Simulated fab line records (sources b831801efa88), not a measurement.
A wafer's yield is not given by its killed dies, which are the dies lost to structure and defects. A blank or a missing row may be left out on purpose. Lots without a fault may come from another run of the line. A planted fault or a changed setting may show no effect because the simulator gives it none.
What tool caused it? / flow sky130 / 10 lots with 30 wafers sampled at 4 steps, on a route of 708 steps

## WHAT EACH GAUGE READ, for each wafer
SKY_VIA2_BOW_MEAS_03. Usual: VIA2_BOW 85 um, standard deviation 7.2.
lot=L597; measured=day 35 12:28; on=film metro-03; VIA2_BOW (um)=80 86 80; flag=
lot=L598; measured=day 35 23:37; on=film metro-04; VIA2_BOW (um)=78 73 88; flag=
lot=L600; measured=day 36 13:52; on=film metro-04; VIA2_BOW (um)=85 65 89; flag=
lot=L602; measured=day 37 07:13; on=film metro-01; VIA2_BOW (um)=89 80 74; flag=
lot=L603; measured=day 37 21:35; on=film metro-04; VIA2_BOW (um)=124 118 109; flag=OFF
lot=L605; measured=day 38 02:26; on=film metro-01; VIA2_BOW (um)=108 115 103; flag=OFF
lot=L611; measured=day 40 05:52; on=film metro-01; VIA2_BOW (um)=85 91 77; flag=
lot=L615; measured=day 41 01:43; on=film metro-04; VIA2_BOW (um)=98 97 96; flag=
lot=L618; measured=day 41 19:12; on=film metro-01; VIA2_BOW (um)=76 95 89; flag=
lot=L619; measured=day 42 01:51; on=film metro-04; VIA2_BOW (um)=94 84 87; flag=

## TOOL THAT RAN EACH LOT (tool first, then ch and the chambers of the sampled wafers, then the start)
lot=L597; SKY_METAL1_METAL_ETCH_19=rie metal-03 ch 0,1, day 33 03:43; SKY_VIA1_STRIP_16=plasma asher-04 ch 0,1, day 34 07:28; SKY_VIA2_CMP_02=cmp-01 ch 0,2,3, day 35 12:11
lot=L598; SKY_METAL1_METAL_ETCH_19=rie metal-01 ch 0,1, day 33 14:03; SKY_VIA1_STRIP_16=plasma asher-01 ch 0,1, day 34 18:00; SKY_VIA2_CMP_02=cmp-01 ch 0,1,3, day 35 23:25
lot=L600; SKY_METAL1_METAL_ETCH_19=rie metal-02 ch 0,1, day 34 04:09; SKY_VIA1_STRIP_16=plasma asher-03 ch 0,1, day 35 08:27; SKY_VIA2_CMP_02=cmp-01 ch 0,1,2, day 36 13:31
lot=L602; SKY_METAL1_METAL_ETCH_19=rie metal-02 ch 0,1, day 34 21:59; SKY_VIA1_STRIP_16=plasma asher-01 ch 0,1, day 36 02:27; SKY_VIA2_CMP_02=cmp-01 ch 0,1,2, day 37 06:53
lot=L603; SKY_METAL1_METAL_ETCH_19=rie metal-01 ch 0,1, day 35 13:35; SKY_VIA1_STRIP_16=plasma asher-01 ch 0,1, day 36 16:56; SKY_VIA2_CMP_02=cmp-01 ch 2,3, day 37 21:14
lot=L605; SKY_METAL1_METAL_ETCH_19=rie metal-02 ch 0,1, day 35 17:59; SKY_VIA1_STRIP_16=plasma asher-04 ch 0,1, day 36 21:18; SKY_VIA2_CMP_02=cmp-02 ch 0,3, day 38 02:07
lot=L611; SKY_METAL1_METAL_ETCH_19=rie metal-03 ch 0,1, day 37 23:03; SKY_VIA1_STRIP_16=plasma asher-04 ch 0,1, day 39 02:13; SKY_VIA2_CMP_02=cmp-01 ch 1,2,3, day 40 05:36
lot=L615; SKY_METAL1_METAL_ETCH_19=rie metal-01 ch 0,1, day 38 20:42; SKY_VIA1_STRIP_16=plasma asher-03 ch 0,1, day 39 22:49; SKY_VIA2_CMP_02=cmp-01 ch 0,1,2, day 41 01:25
lot=L618; SKY_METAL1_METAL_ETCH_19=rie metal-02 ch 0, day 39 14:56; SKY_VIA1_STRIP_16=plasma asher-04 ch 0,1, day 40 17:13; SKY_VIA2_CMP_02=cmp-02 ch 0,2,3, day 41 18:59
lot=L619; SKY_METAL1_METAL_ETCH_19=rie metal-02 ch 0, day 39 21:36; SKY_VIA1_STRIP_16=plasma asher-03 ch 0,1, day 40 22:48; SKY_VIA2_CMP_02=cmp-02 ch 1,2, day 42 01:33
- SKY_METAL1_METAL_ETCH_19: etches the open film in Cl2/BCl3, stops on SiO2, target depth 360 nm, time 78 s.
- SKY_VIA1_STRIP_16: strips in O2/N2.
- SKY_VIA2_CMP_02: polishes SiO2.

## WHAT THE TOOLS THEMSELVES READ (means of the sampled wafers that have a number; where no wafer has one, the mark that the record gives instead)
SKY_METAL1_METAL_ETCH_19. Usual: drypump motor current A 5.9 A, standard deviation 0.46; oes product au 0.854 a.u., standard deviation 0.0058; throttle valve pct 22.263 %, standard deviation 0.009.
lot=L597; tool=rie metal-03; drypump motor current A (A)=5.8; oes product au (a.u.)=0.857; throttle valve pct (%)=22.261; flag=
lot=L598; tool=rie metal-01; drypump motor current A (A)=6.4; oes product au (a.u.)=0.854; throttle valve pct (%)=22.266; flag=
lot=L600; tool=rie metal-02; drypump motor current A (A)=5.4; oes product au (a.u.)=0.862; throttle valve pct (%)=22.266; flag=
lot=L602; tool=rie metal-02; drypump motor current A (A)=5.6; oes product au (a.u.)=0.860; throttle valve pct (%)=22.262; flag=
lot=L603; tool=rie metal-01; drypump motor current A (A)=6.4; oes product au (a.u.)=0.849; throttle valve pct (%)=22.271; flag=
lot=L605; tool=rie metal-02; drypump motor current A (A)=5.4; oes product au (a.u.)=0.855; throttle valve pct (%)=22.255; flag=
lot=L611; tool=rie metal-03; drypump motor current A (A)=6.0; oes product au (a.u.)=0.845; throttle valve pct (%)=22.274; flag=
lot=L615; tool=rie metal-01; drypump motor current A (A)=6.4; oes product au (a.u.)=0.856; throttle valve pct (%)=22.258; flag=
lot=L618; tool=rie metal-02; drypump motor current A (A)=5.2; oes product au (a.u.)=0.856; throttle valve pct (%)=22.263; flag=
lot=L619; tool=rie metal-02; drypump motor current A (A)=5.2; oes product au (a.u.)=0.851; throttle valve pct (%)=22.268; flag=

SKY_VIA1_STRIP_16. Usual: drypump motor current A 5.5 A, standard deviation 0.39; oes product au 0.416 a.u., standard deviation 0.0044; strip time to endpoint s 4.454 s, standard deviation 0.023.
lot=L597; tool=plasma asher-04; drypump motor current A (A)=5.3; oes product au (a.u.)=0.418; strip time to endpoint s (s)=4.465; flag=
lot=L598; tool=plasma asher-01; drypump motor current A (A)=5.7; oes product au (a.u.)=0.417; strip time to endpoint s (s)=4.446; flag=
lot=L600; tool=plasma asher-03; drypump motor current A (A)=5.6; oes product au (a.u.)=0.416; strip time to endpoint s (s)=4.442; flag=
lot=L602; tool=plasma asher-01; drypump motor current A (A)=5.7; oes product au (a.u.)=0.416; strip time to endpoint s (s)=4.484; flag=
lot=L603; tool=plasma asher-01; drypump motor current A (A)=5.7; oes product au (a.u.)=0.419; strip time to endpoint s (s)=4.460; flag=
lot=L605; tool=plasma asher-04; drypump motor current A (A)=5.3; oes product au (a.u.)=0.410; strip time to endpoint s (s)=4.444; flag=
lot=L611; tool=plasma asher-04; drypump motor current A (A)=5.7; oes product au (a.u.)=0.411; strip time to endpoint s (s)=4.446; flag=
lot=L615; tool=plasma asher-03; drypump motor current A (A)=5.4; oes product au (a.u.)=0.418; strip time to endpoint s (s)=4.469; flag=
lot=L618; tool=plasma asher-04; drypump motor current A (A)=5.3; oes product au (a.u.)=0.413; strip time to endpoint s (s)=4.469; flag=
lot=L619; tool=plasma asher-03; drypump motor current A (A)=5.6; oes product au (a.u.)=0.414; strip time to endpoint s (s)=4.438; flag=

SKY_VIA2_CMP_02. Usual: edge zone pressure frac 1.001, standard deviation 0.0048; head pressure psi 4.001 psi, standard deviation 0.0091; motor current A 11.9 A, standard deviation 0.82.
lot=L597; tool=cmp-01; edge zone pressure frac=1.003; head pressure psi (psi)=3.991; motor current A (A)=11.5; flag=
lot=L598; tool=cmp-01; edge zone pressure frac=1.005; head pressure psi (psi)=4.003; motor current A (A)=12.2; flag=
lot=L600; tool=cmp-01; edge zone pressure frac=0.998; head pressure psi (psi)=4.000; motor current A (A)=11.4; flag=
lot=L602; tool=cmp-01; edge zone pressure frac=1.000; head pressure psi (psi)=4.000; motor current A (A)=11.9; flag=
lot=L603; tool=cmp-01; edge zone pressure frac=-; head pressure psi (psi)=-; motor current A (A)=-; flag=OFF
lot=L605; tool=cmp-02; edge zone pressure frac=-; head pressure psi (psi)=-; motor current A (A)=-; flag=OFF
lot=L611; tool=cmp-01; edge zone pressure frac=1.005; head pressure psi (psi)=4.009; motor current A (A)=12.3; flag=
lot=L615; tool=cmp-01; edge zone pressure frac=1.000; head pressure psi (psi)=3.994; motor current A (A)=11.5; flag=
lot=L618; tool=cmp-02; edge zone pressure frac=1.002; head pressure psi (psi)=4.001; motor current A (A)=12.2; flag=
lot=L619; tool=cmp-02; edge zone pressure frac=1.005; head pressure psi (psi)=3.997; motor current A (A)=11.8; flag=

## THE ANSWER, worked out from the rows above alone
Rule: take the mean of a lot's wafers that have a number; if it is more than 3 standard deviations from the usual mean, the lot is off. A lot without any number at a reading at which 4 lots or more have one is off too. Where the step has rows for the other lots, those lots are counted as sound. The gauges are gone through in route order, then the tools' own readings, and for those a lot's mean is taken as printed above. At the first step where some lot is off, the reading lying furthest off is the one used; lots without a number count as furthest.
Off: L603, L605, seen at SKY_VIA2_BOW_MEAS_03 (VIA2_BOW).
A tool fits if, at a process step before that reading, it ran every lot that is off, and no sound lot after the first of them. Not tried: the gauges at SKY_VIA2_BOW_MEAS_03; whatever is off there is also off at SKY_VIA2_CMP_02, on other tools, and gauge error can't account for it. None of those tried fits.

## WHAT THE SIMULATOR HAD PUT IN
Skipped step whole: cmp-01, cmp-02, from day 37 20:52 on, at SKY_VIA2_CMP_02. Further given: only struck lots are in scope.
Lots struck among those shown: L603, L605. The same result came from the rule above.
